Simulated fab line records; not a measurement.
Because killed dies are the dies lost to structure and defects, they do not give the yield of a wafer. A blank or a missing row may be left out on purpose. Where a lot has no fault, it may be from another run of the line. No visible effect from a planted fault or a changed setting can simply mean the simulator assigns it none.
Split-lot experiment -- flow sky130 -- route with 708 steps; 5 lots, 19 wafers read

== THE SPLIT ITSELF ==
At SKY_LOCAL_INTERCONNECT_COAT_06 (resist thk 450 nm), the setting resist_thk_nm was moved away from the recipe's 450 nm on 8 of the 19 wafers read, by -2.2% to +3.4%. The other wafers ran this setting at the recipe's value.

The split's own step is where the reading is taken.

== THE READING ==
KrF-thick_of_LOCAL_INTERCONNECT_COAT_06.thk_nm (the simulator's own value, which no gauge read), in nm, at SKY_LOCAL_INTERCONNECT_COAT_06 (resist thk 450 nm). There is no usual value for it anywhere in the file. Here, 11 wafers ran the recipe; their average is 449.1 nm with a standard deviation of 1.4 nm.

wafer,"tool, chamber at the split","resist_thk_nm as run, nm",against the recipe,"KrF-thick_of_LOCAL_INTERCONNECT_COAT_06.thk_nm, nm",against lot-mates on the recipe
L074.1,"litho_track-02, 0",450,recipe,447.8,-
L074.3,"litho_track-02, 0",450,recipe,449.2,-
L074.4,"litho_track-02, 0",440.2,-2.2%,437.9,-10.6
L074.5,"litho_track-02, 0",440.2,-2.2%,437.6,-10.9
L074.6,"litho_track-02, 0",440.2,-2.2%,438,-10.5
L075.1,"litho_track-03, 0",450,recipe,448.2,-
L075.3,"litho_track-03, 0",450,recipe,448.9,-
L075.4,"litho_track-03, 0",450,recipe,449.3,-
L079.1,"litho_track-03, 0",463.1,+2.9%,465,+13.2
L079.4,"litho_track-03, 0",463.1,+2.9%,465,+13.2
L079.2,"litho_track-03, 0",463.1,+2.9%,464.8,+13.0
L079.5,"litho_track-03, 0",450,recipe,452.2,-
L079.6,"litho_track-03, 0",450,recipe,451.4,-
L082.2,"litho_track-01, 0",450,recipe,447.7,-
L082.5,"litho_track-01, 0",450,recipe,448.3,-
L082.6,"litho_track-01, 0",450,recipe,448.4,-
L084.1,"litho_track-01, 0",465.2,+3.4%,464.5,+15.4
L084.3,"litho_track-01, 0",465.2,+3.4%,464.7,+15.6
L084.6,"litho_track-01, 0",450,recipe,449.1,-

THE FIT
A straight line over all 19 wafers: KrF-thick_of_LOCAL_INTERCONNECT_COAT_06.thk_nm changes by +5.07 nm for each +1% of resist_thk_nm; r = +0.99; the points scatter about the line by 1.3 nm.
The same after taking each lot's own level away (the mean of its wafers on the recipe; 19 wafers): +4.65 nm for each +1%; r = +1.00; scatter 0.44 nm.
The reading moves by 16 nm for the largest change in resist_thk_nm, on that fit.
Measured against the standard deviation above, the lots' own levels, which go from 448.13 to 451.80 nm, span 2.7 times it.
The two slopes agree, so the slope changes little with the lot-to-lot level.
Check: with one of the wafers moved furthest among these (+3.4%) left out of the fit, the line predicts +15.6 nm for it against its lot-mates. It came out at +15.4 nm against them.

== ADDITIONAL SPLITS CARRIED BY THESE WAFERS ==
Other splits were also applied to these wafers ahead of the reading. Each is held against what the fit with the lots' levels taken away leaves over:
other split on the same wafers,wafers away from the commonest value,r with KrF-thick_of_LOCAL_INTERCONNECT_COAT_06.thk_nm (lot level and that fit taken away)
SKY_SD_N_IMPLANT_09 energy_kev,7,+0.03
SKY_LOCAL_INTERCONNECT_SPUTTER_00 time_s,0,-

== THE WHOLE CHAIN: every reading that the file lists as answering this split, in the file's order ==
step,what it does,reading,change (the file's fit),r (the file's)
SKY_LOCAL_INTERCONNECT_COAT_06,resist thk 450 nm,"KrF-thick_of_LOCAL_INTERCONNECT_COAT_06.thk_nm (the simulator's own value, which no gauge read)",+4.62 nm for each +1% of the setting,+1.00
SKY_LOCAL_INTERCONNECT_STRIP_15,strips in O2/N2,strip_time_to_endpoint_s,withheld for each +1% of the setting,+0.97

== THE FILE'S OWN FIT ==
KrF-thick_of_LOCAL_INTERCONNECT_COAT_06.thk_nm changes by +4.62 nm for each +1% of resist_thk_nm, r = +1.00.
